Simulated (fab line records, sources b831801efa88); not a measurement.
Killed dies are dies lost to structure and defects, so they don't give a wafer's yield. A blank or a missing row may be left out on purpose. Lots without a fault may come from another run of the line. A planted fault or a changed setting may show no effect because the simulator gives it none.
fab line records | flow sky130
record lots=12 wafers=36 last_day=50
route steps=708 shown NWELL@64 SD_N@350 LOCAL_INTERCONNECT@398
lots that met no fault: from a run of the same line without faults
start_h: hours from the record's first day to the start of the lot's first wafer shown | wait_h: hours since the lot's step before | " the same as in the row above | L1.1+2: a row that stands for several wafers | - no value, or no start given | * or withheld: withheld | < > ~ a bound
route shown NAME@n: a module of which the file shows steps, and the number in the route of the first | usual: mean/standard deviation of fault-free wafers | same: alike in all rows | chamber/n: place in a boat | sites: the reading at each site | _std_site: their standard deviation | _edge_site: outer sites' mean less inner sites' | radius_mm: how far each site lies from the wafer's centre | mask NAME#n: copy n | behind: the tool/chamber that last shaped the wafer | hold: why the lot was held/for how many hours/how that ended | device: the transistor (n, p or np) that didn't switch | end of line: the same wafers' tests at the end of the route | a step without rows: its recipe alone | killed: dies lost to structure and defects at the first sort, not the wafer's yield | map: a wafer's dies, x killed, . not, _ none there
set.NAME: the setting as run; set.NAME@STEP: as run at that earlier step | model.NAME: the simulator's own value behind a step, which no gauge read
steps of the route over a sample of lots; a table a step, a row a wafer
services: from which hour (start_h, from the record's first day; less than 0 if before it) a tool's chamber was out of use, for how many hours, and why
## steps
# step SKY_NWELL_IMPLANT_11
# recipe species=P energy_kev=400 dose_cm2=1.9e+13 tilt_deg=withheld
# usual beam_on_s=10.03/0.22 faraday_current_uA=106.8/2.3
# columns lot.wafer tool chamber start_h wait_h beam_on_s faraday_current_uA
L409.3 implanter-02 0 83.02 0.1 10.13 105.2
L409.4 " 0 " " 9.92 108.4
L409.5 " 0 " " 9.81 109.0
L410.3 implanter-02 0 90.74 0.1 9.82 109.1
L410.4 " 0 " " 10.14 106.0
L410.6 " 0 " " 9.99 107.8
L414.4 implanter-03 0 116.03 0.1 10.23 104.3
L414.5 " 0 " " 9.80 109.4
L414.6 " 0 " " 10.10 107.0
L415.2 implanter-03 0 122.93 0.0 10.11 106.2
L415.5 " 0 " " 10.16 105.4
L415.6 " 0 " " 9.59 111.6
L422.2 implanter-02 0 161.56 0.0 8.04 133.1
L422.3 " 0 " " 8.01 133.9
L422.6 " 0 " " 8.38 127.8
L424.3 implanter-02 0 172.15 0.1 8.17 130.9
L424.5 " 0 " " 7.85 136.3
L424.6 " 0 " " 8.25 130.2
L426.1 implanter-04 0 183.04 0.0 9.89 107.6
L426.2 " 0 " " 10.16 105.5
L426.6 " 0 " " 9.71 110.5
L428.2 implanter-04 0 197.24 0.0 10.38 103.4
L428.4 " 0 " " 10.14 105.6
L428.6 " 0 " " 9.89 108.3
L429.2 implanter-03 0 201.89 0.0 9.79 109.0
L429.5 " 0 " " 10.48 102.3
L429.6 " 0 " " 9.92 107.9
L430.2 implanter-04 0 207.36 0.0 10.24 104.8
L430.5 " 0 " " 9.94 108.1
L430.6 " 0 " " 9.69 110.7
L431.1 implanter-04 0 212.77 0.0 9.92 108.0
L431.2 " 0 " " 9.95 107.6
L431.6 " 0 " " 9.63 110.9
L432.1 implanter-04 0 222.10 0.0 10.11 106.2
L432.5 " 0 " " 9.93 107.5
L432.6 " 0 " " 10.26 104.4
# step SKY_NWELL_TW_MEAS_15
# usual NWELL_TW=1829/8
# columns lot.wafer tool chamber start_h wait_h NWELL_TW
L409.3 film_metro-02 - 83.54 0.1 1832
L409.4 " - " " 1838
L409.5 " - " " 1837
L410.3 film_metro-02 - 91.26 0.1 1829
L410.4 " - " " 1821
L410.6 " - " " 1828
L414.4 film_metro-01 - 116.53 0.1 1815
L414.5 " - " " 1824
L414.6 " - " " 1825
L415.2 film_metro-04 - 123.46 0.1 1827
L415.5 " - " " 1832
L415.6 " - " " 1827
L422.2 film_metro-04 - 162.10 0.1 1721
L422.3 " - " " 1720
L422.6 " - " " 1714
L424.3 film_metro-01 - 172.67 0.1 1711
L424.5 " - " " 1713
L424.6 " - " " 1719
L426.1 film_metro-01 - 183.59 0.1 1827
L426.2 " - " " 1826
L426.6 " - " " 1828
L428.2 film_metro-01 - 197.78 0.1 1830
L428.4 " - " " 1832
L428.6 " - " " 1828
L429.2 film_metro-02 - 202.43 0.1 1848
L429.5 " - " " 1830
L429.6 " - " " 1837
L430.2 film_metro-04 - 207.90 0.1 1820
L430.5 " - " " 1813
L430.6 " - " " 1824
L431.1 film_metro-01 - 213.32 0.1 1832
L431.2 " - " " 1838
L431.6 " - " " 1835
L432.1 film_metro-01 - 222.65 0.1 1825
L432.5 " - " " 1822
L432.6 " - " " 1824
# step SKY_NWELL_RS_MEAS_29
# recipe thk_meas_gauge=four-point-probe
# usual NWELL_RS=625.2/1.5
# columns lot.wafer tool chamber start_h wait_h NWELL_RS[ohm/sq]
L409.3 film_metro-02 - 101.90 0.1 624.1
L409.4 " - " " 622.5
L409.5 " - " " 621.3
L410.3 film_metro-02 - 110.64 0.1 624.5
L410.4 " - " " 625.1
L410.6 " - " " 625.4
L414.4 film_metro-02 - 135.99 0.1 623.5
L414.5 " - " " 622.9
L414.6 " - " " 624.9
L415.2 film_metro-02 - 142.43 0.1 624.7
L415.5 " - " " 625.8
L415.6 " - " " 626.7
L422.2 film_metro-04 - 183.17 0.1 701.3
L422.3 " - " " 702.3
L422.6 " - " " 701.3
L424.3 film_metro-01 - 193.75 0.1 697.3
L424.5 " - " " 698.0
L424.6 " - " " 697.2
L426.1 film_metro-04 - 205.50 0.1 625.4
L426.2 " - " " 626.2
L426.6 " - " " 623.9
L428.2 film_metro-04 - 219.98 0.1 627.6
L428.4 " - " " 626.3
L428.6 " - " " 628.1
L429.2 film_metro-04 - 224.32 0.1 623.8
L429.5 " - " " 623.3
L429.6 " - " " 624.0
L430.2 film_metro-04 - 230.85 0.2 624.2
L430.5 " - " " 627.3
L430.6 " - " " 625.7
L431.1 film_metro-01 - 236.52 0.1 625.3
L431.2 " - " " 624.7
L431.6 " - " " 623.6
L432.1 film_metro-01 - 245.65 0.1 624.9
L432.5 " - " " 626.5
L432.6 " - " " 626.2
# step SKY_SD_N_OVL_MEAS_08
# usual SD_N_OVL=1.6/1
# columns lot.wafer tool chamber start_h wait_h SD_N_OVL[nm]
L409.3 overlay-02 - 641.15 0.1 0.6
L409.4 " - " " 1.0
L409.5 " - " " 1.2
L410.3 overlay-02 - 653.30 0.1 0.4
L410.4 " - " " -1.0
L410.6 " - " " -0.8
L414.4 overlay-01 - 690.45 0.1 1.4
L414.5 " - " " 0.2
L414.6 " - " " 0.1
L415.2 overlay-01 - 703.44 0.1 -0.1
L415.5 " - " " 1.7
L415.6 " - " " 0.5
L422.2 overlay-01 - 755.49 0.1 2.6
L422.3 " - " " 1.8
L422.6 " - " " 1.3
L424.3 overlay-01 - 767.75 0.1 1.5
L424.5 " - " " 1.0
L424.6 " - " " 3.0
L426.1 overlay-01 - 786.08 0.1 3.0
L426.2 " - " " 4.4
L426.6 " - " " 2.0
L428.2 overlay-01 - 797.61 0.1 0.8
L428.4 " - " " 1.7
L428.6 " - " " 2.6
L429.2 overlay-02 - 804.94 0.1 2.0
L429.5 " - " " 4.0
L429.6 " - " " 2.7
L430.2 overlay-01 - 807.88 0.1 1.3
L430.5 " - " " 1.9
L430.6 " - " " 0.6
L431.1 overlay-01 - 817.22 0.1 1.3
L431.2 " - " " 0.9
L431.6 " - " " 1.4
L432.1 overlay-01 - 826.68 0.1 2.9
L432.5 " - " " 1.4
L432.6 " - " " 1.9
# step SKY_LOCAL_INTERCONNECT_CD_MEAS_11
# recipe target_cd_nm=170
# usual cd_nm=169.7/1.6
# columns lot.wafer tool chamber start_h wait_h cd_nm
L409.3 cd_sem-01 - 700.89 - 166.8
L409.4 " - " " 165.5
L409.5 " - " " 164.8
L410.3 cd_sem-02 - 713.80 - 170.2
L410.4 " - " " 171.7
L410.6 " - " " 171.5
L414.4 cd_sem-01 - 748.27 - 170.6
L414.5 " - " " 170.4
L414.6 " - " " 170.3
L415.2 cd_sem-01 - 760.43 - 172.3
L415.5 " - " " 171.5
L415.6 " - " " 170.9
L422.2 cd_sem-02 - 812.18 - 171.2
L422.3 " - " " 170.3
L422.6 " - " " 170.9
L424.3 cd_sem-02 - 823.24 - 168.2
L424.5 " - " " 169.2
L424.6 " - " " 169.1
L426.1 cd_sem-01 - 841.35 - 172.6
L426.2 " - " " 170.8
L426.6 " - " " 172.8
L428.2 cd_sem-02 - 852.93 - 169.0
L428.4 " - " " 168.4
L428.6 " - " " 166.6
L429.2 cd_sem-02 - 860.72 - 170.1
L429.5 " - " " 169.7
L429.6 " - " " 170.9
L430.2 cd_sem-01 - 862.58 - 170.7
L430.5 " - " " 169.7
L430.6 " - " " 170.2
L431.1 cd_sem-01 - 871.80 - 169.7
L431.2 " - " " 170.9
L431.6 " - " " 170.8
L432.1 cd_sem-02 - 881.36 - 170.0
L432.5 " - " " 170.7
L432.6 " - " " 171.0
# step SKY_LOCAL_INTERCONNECT_METAL_ETCH_14
# recipe target_depth_nm=110 stop_on=PSG chemistry=Cl2/BCl3 target=TiN resist_sidewall_deg=88 pressure_mtorr=10 icp_w=900 bias_w=48.5 Cl2_flow_sccm=60 bcl3_flow_sccm=30 time_s=31.4
# usual chamber_pressure_mTorr=9.999/0.0086 drypump_motor_current_A=5.9/0.47 oes_product_au=0.939/0.0078 throttle_valve_pct=21.901/0.0095
# columns lot.wafer tool chamber start_h wait_h chamber_pressure_mTorr drypump_motor_current_A oes_product_au rf_hours_counter_h throttle_valve_pct
L409.3 rie_metal-04 0 701.09 0.0 9.990 6.0 0.933 - 21.906
L409.4 " 1 " " 9.986 5.8 0.935 - 21.905
L409.5 " 0 " " 9.995 5.9 0.926 - 21.923
L410.3 rie_metal-04 1 714.00 0.0 9.991 5.8 0.947 - 21.913
L410.4 " 0 " " 10.000 6.0 0.946 - 21.888
L410.6 " 1 " " 9.995 5.8 0.952 - 21.898
L414.4 rie_metal-04 1 748.45 0.0 10.013 5.8 0.926 - 21.902
L414.5 " 0 " " 9.983 6.0 0.938 - 21.908
L414.6 " 1 " " 10.001 5.7 0.932 - 21.903
L415.2 rie_metal-04 1 760.63 0.0 10.006 5.8 0.938 16 21.899
L415.5 " 0 " " 9.989 6.0 0.932 - 21.904
L415.6 " 1 " " 10.000 5.8 0.934 - 21.907
L422.2 rie_metal-03 1 812.38 0.0 9.990 5.1 0.929 8 21.906
L422.3 " 1 " " 10.006 5.1 0.917 - 21.905
L422.6 " 0 " " 9.996 5.4 0.929 - 21.903
L424.3 rie_metal-03 1 823.44 0.0 9.993 5.1 0.928 - 21.912
L424.5 " 0 " " 10.006 5.4 0.927 - 21.914
L424.6 " 1 " " 9.991 5.1 0.932 - 21.911
L426.1 rie_metal-03 0 841.57 0.0 10.004 5.4 0.944 13 21.900
L426.2 " 1 " " 10.017 5.1 0.945 9 21.907
L426.6 " 1 " " 9.999 5.1 0.941 - 21.903
L428.2 rie_metal-04 1 853.13 0.0 10.002 5.8 0.935 4 21.893
L428.4 " 1 " " 10.000 5.8 0.937 - 21.895
L428.6 " 1 " " 10.002 5.8 0.948 - 21.902
L429.2 rie_metal-03 0 860.92 0.0 10.003 5.4 0.937 14 21.892
L429.5 " 0 " " 10.016 5.4 0.952 - 21.902
L429.6 " 1 " " 10.008 5.1 0.953 - 21.894
L430.2 rie_metal-01 1 862.78 0.0 9.981 6.6 0.926 14 21.905
L430.5 " 0 " " 10.000 6.2 0.939 - 21.906
L430.6 " 1 " " 10.002 6.6 0.921 - 21.918
L431.1 rie_metal-03 0 872.02 0.0 10.005 5.4 0.933 14 21.897
L431.2 " 1 " " 9.996 5.1 0.938 11 21.911
L431.6 " 0 " " 10.001 5.4 0.940 - 21.885
L432.1 rie_metal-01 0 881.58 0.0 9.993 6.2 0.938 13 21.900
L432.5 " 0 " " 9.999 6.2 0.936 - 21.892
L432.6 " 1 " " 10.014 6.5 0.934 - 21.911
## services
# columns tool chamber start_h hours kind
implanter-02 - 73.77 1.1 repair
implanter-04 - 85.97 13.0 pm
implanter-02 - 133.31 4.5 pm
rie_metal-04 0 303.75 9.2 repair
implanter-04 - 309.90 4.1 repair
implanter-04 - 314.05 3.7 pm
rie_metal-04 - 314.28 0.4 repair
implanter-02 - 314.58 4.9 pm
rie_metal-03 - 318.55 2.8 pm
implanter-02 - 320.68 2.8 repair
implanter-04 - 353.44 1.3 repair
implanter-04 - 378.23 1.1 repair
rie_metal-03 - 398.18 0.5 repair
rie_metal-03 1 453.89 26.4 repair
rie_metal-03 - 479.98 1.4 pm
rie_metal-04 0 482.01 5.2 repair
rie_metal-03 - 485.54 0.2 repair
rie_metal-04 - 506.95 66.8 repair
implanter-04 - 518.11 2.1 pm
implanter-02 - 529.13 3.2 pm
rie_metal-04 1 563.77 5.5 repair
implanter-04 - 612.66 6.3 pm
implanter-04 - 746.91 1.7 repair
rie_metal-04 - 773.59 2.8 pm
## key
first_sign step=SKY_NWELL_IMPLANT_11 reading=faraday_current_uA direction=up sigmas=11 usual=106.8 struck=132.0
effect step=SKY_NWELL_IMPLANT_11 reading=beam_on_s direction=down sigmas=8.9 usual=10.03 struck=8.11
effect step=SKY_NWELL_TW_MEAS_15 reading=NWELL_TW direction=down sigmas=14 usual=1829 struck=1716
effect step=SKY_NWELL_RS_MEAS_29 reading=NWELL_RS direction=up sigmas=51 usual=625.2 struck=699.6
met_at SKY_NWELL_IMPLANT_11
struck_lots L422,L424
tester_left_out L422,L424
not_acting_at SKY_SD_N_OVL_MEAS_08,SKY_LOCAL_INTERCONNECT_CD_MEAS_11,SKY_LOCAL_INTERCONNECT_METAL_ETCH_14
onset_between 90.74 161.56
fault kind=process_parameter_drift tool=implanter-02 chamber=- onset_h=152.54 steps=SKY_NWELL_IMPLANT_11 channel=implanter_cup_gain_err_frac offset=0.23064 shape=step end_h=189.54
# tester_left_out: of these lots the tester's yield and bins aren't shown, on N5 and GAA mostly nor the transistor test; their killed dies are dies lost to structure and defects alone, not to doping, threshold or leakage, so they don't give the yield
